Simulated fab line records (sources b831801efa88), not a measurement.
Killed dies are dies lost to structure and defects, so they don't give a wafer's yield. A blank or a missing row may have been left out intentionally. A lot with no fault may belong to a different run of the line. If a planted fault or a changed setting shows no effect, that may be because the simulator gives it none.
Which tool was responsible? ; flow sky130 ; 12 lots, 36 wafers sampled, at 5 steps of a route of 708

WHAT THE GAUGES READ, wafer by wafer
SKY_METAL5_THK_MEAS_06: measures by xrf. Usual: METAL5_ALCU_THK gives 1143 nm (standard deviation 18).
lot;measured;on;METAL5_ALCU_THK (nm);flag
L299;day 43 05:55;film metro-02;1151 1141 1152;
L302;day 43 17:23;film metro-02;1151 1166 1155;
L303;day 44 02:17;film metro-01;1128 1124 1127;
L310;day 46 06:16;film metro-01;1157 1133 1145;
L313;day 47 10:52;film metro-02;1142 1130 1153;
L315;day 47 14:37;film metro-01;1146 1120 1147;
L316;day 47 14:48;film metro-02;1159 1157 1165;
L317;day 48 01:47;film metro-04;1125 1124 1112;
L319;day 48 03:56;film metro-02;1178 1169 1137;
L318;day 48 07:26;film metro-02;1178 1157 1182;
L321;day 48 10:31;film metro-04;1162 1169 1142;
L320;day 48 11:52;film metro-01;1150 1167 1143;

SKY_PASSIVATION_THK_MEAS_03. Usual: PASSIVATION_CVD_02_THK gives 539 nm (standard deviation 7.9).
lot;measured;on;PASSIVATION_CVD_02_THK (nm);flag
L299;day 44 05:36;film metro-03;535 533 537;
L302;day 44 16:41;film metro-04;536 642 546;OFF
L303;day 45 01:18;film metro-01;531 541 544;
L310;day 47 02:42;film metro-04;540 545 544;
L313;day 48 04:40;film metro-01;548 542 555;
L315;day 48 09:52;film metro-04;543 550 543;
L316;day 48 09:58;film metro-03;537 556 547;
L317;day 48 20:43;film metro-03;528 543 528;
L319;day 48 22:52;film metro-01;527 531 534;
L318;day 49 02:45;film metro-04;546 548 558;
L321;day 49 05:49;film metro-04;527 526 541;
L320;day 49 06:52;film metro-03;524 531 534;

EACH LOT AND THE TOOL THAT RAN IT (in order: tool; ch and the chambers of the sampled wafers; start)
lot;SKY_VIA4_CMP_02;SKY_VIA4_CMP_21;SKY_PASSIVATION_CVD_02
L299;cmp-01 ch 1,2,3, day 42 05:06;cmp-01 ch 0,1,3, day 43 05:25;pecvd-03 ch 0,1,2, day 44 05:22
L302;cmp-02 ch 0,3, day 42 16:40;cmp-02 ch 0,2,3, day 43 16:48;pecvd-03 ch 0,1, day 44 16:28
L303;cmp-01 ch 1,3, day 43 01:52;cmp-02 ch 0,1,3, day 44 01:41;pecvd-02 ch 0,2, day 45 01:05
L310;cmp-02 ch 0,1,3, day 45 07:44;cmp-01 ch 0,1,3, day 46 05:40;pecvd-01 ch 0,1,2, day 47 02:29
L313;cmp-02 ch 0,1,2, day 46 12:53;cmp-01 ch 1,2,3, day 47 10:17;pecvd-01 ch 0,1,2, day 48 04:27
L315;cmp-01 ch 1,2,3, day 46 18:59;cmp-01 ch 1,2, day 47 13:53;pecvd-01 ch 0,1,2, day 48 09:38
L316;cmp-02 ch 0,3, day 46 20:45;cmp-01 ch 0,3, day 47 14:11;pecvd-03 ch 0,1,2, day 48 09:48
L317;cmp-01 ch 0,1, day 47 09:01;cmp-02 ch 0,3, day 48 01:11;pecvd-03 ch 0,1,2, day 48 20:29
L319;cmp-02 ch 0,1,2, day 47 10:29;cmp-01 ch 2,3, day 48 03:24;pecvd-01 ch 1,2, day 48 22:39
L318;cmp-02 ch 0,2,3, day 47 12:17;cmp-02 ch 0,1,2, day 48 06:55;pecvd-01 ch 0,2, day 49 02:30
L321;cmp-01 ch 0,2,3, day 47 14:29;cmp-01 ch 0,1,2, day 48 09:56;pecvd-02 ch 0,1,2, day 49 05:35
L320;cmp-01 ch 0,1,2, day 47 14:50;cmp-02 ch 0,1,2, day 48 11:16;pecvd-03 ch 0,1, day 49 06:39
- SKY_VIA4_CMP_02: polishes SiO2.
- SKY_VIA4_CMP_21: polishes, stops on SiO2, t overpolish 25 s, target thk 0 nm.
- SKY_PASSIVATION_CVD_02: deposits Si3N4, target thk 540 nm.

WHAT THE TOOLS THEMSELVES READ (means of the sampled wafers that have a number; where no wafer has one, the mark that the record gives instead)
SKY_VIA4_CMP_02. Usual: 12.1 A for motor current A, sd 1.6.
lot;tool;motor current A (A);flag
L299;cmp-01;12.4;
L302;cmp-02;12.2;
L303;cmp-01;13.1;
L310;cmp-02;12.2;
L313;cmp-02;11.2;
L315;cmp-01;12.3;
L316;cmp-02;12.9;
L317;cmp-01;12.7;
L319;cmp-02;11.4;
L318;cmp-02;11.5;
L321;cmp-01;10.9;
L320;cmp-01;12.8;

SKY_VIA4_CMP_21. Usual: motor current A 11.1 A, standard deviation 1.4; overpolish run s 24.999 s, standard deviation 0.0093; time to endpoint s 122 s, standard deviation 5.9.
lot;tool;motor current A (A);overpolish run s (s);time to endpoint s (s);flag
L299;cmp-01;10.6;25.004;119;
L302;cmp-02;10.6;24.996;124;
L303;cmp-02;11.2;24.995;125;
L310;cmp-01;10.8;24.998;118;
L313;cmp-01;11.3;25.001;114;
L315;cmp-01;13.0;24.992;118;
L316;cmp-01;9.7;25.002;121;
L317;cmp-02;11.4;24.996;127;
L319;cmp-01;10.7;24.993;116;
L318;cmp-02;10.4;24.992;123;
L321;cmp-01;11.5;24.994;124;
L320;cmp-02;10.5;24.989;117;

SKY_PASSIVATION_CVD_02. Usual: 779 W for heater power w, sd 110.
lot;tool;heater power w (W);flag
L299;pecvd-03;880;
L302;pecvd-03;830;
L303;pecvd-02;740;
L310;pecvd-01;749;
L313;pecvd-01;753;
L315;pecvd-01;702;
L316;pecvd-03;850;
L317;pecvd-03;875;
L319;pecvd-01;754;
L318;pecvd-01;756;
L321;pecvd-02;732;
L320;pecvd-03;818;

THE ANSWER, worked out from the rows above alone
Rule: take the mean of a lot's wafers that have a number; if it is more than 3 standard deviations from the usual mean, the lot is off. Also off: a lot with no number at a reading for which 4 or more lots have one. All remaining lots with rows at the step are treated as sound. Order of review: gauges by route order, followed by the tools' own readings, for which a lot's mean as printed above is used. At the first step where some lot is off, the reading lying furthest off is the one used; lots without a number count as furthest.
Off: at SKY_PASSIVATION_THK_MEAS_03 (PASSIVATION_CVD_02_THK), L302.
If a tool, at a process step before that reading, ran all the lots that are off and no sound lot after the first of them, it fits. Those tools and the gauges at SKY_PASSIVATION_THK_MEAS_03 are tried in the same way. Not one of the candidates tried fits.

WHAT WAS PUT IN BY THE SIMULATOR
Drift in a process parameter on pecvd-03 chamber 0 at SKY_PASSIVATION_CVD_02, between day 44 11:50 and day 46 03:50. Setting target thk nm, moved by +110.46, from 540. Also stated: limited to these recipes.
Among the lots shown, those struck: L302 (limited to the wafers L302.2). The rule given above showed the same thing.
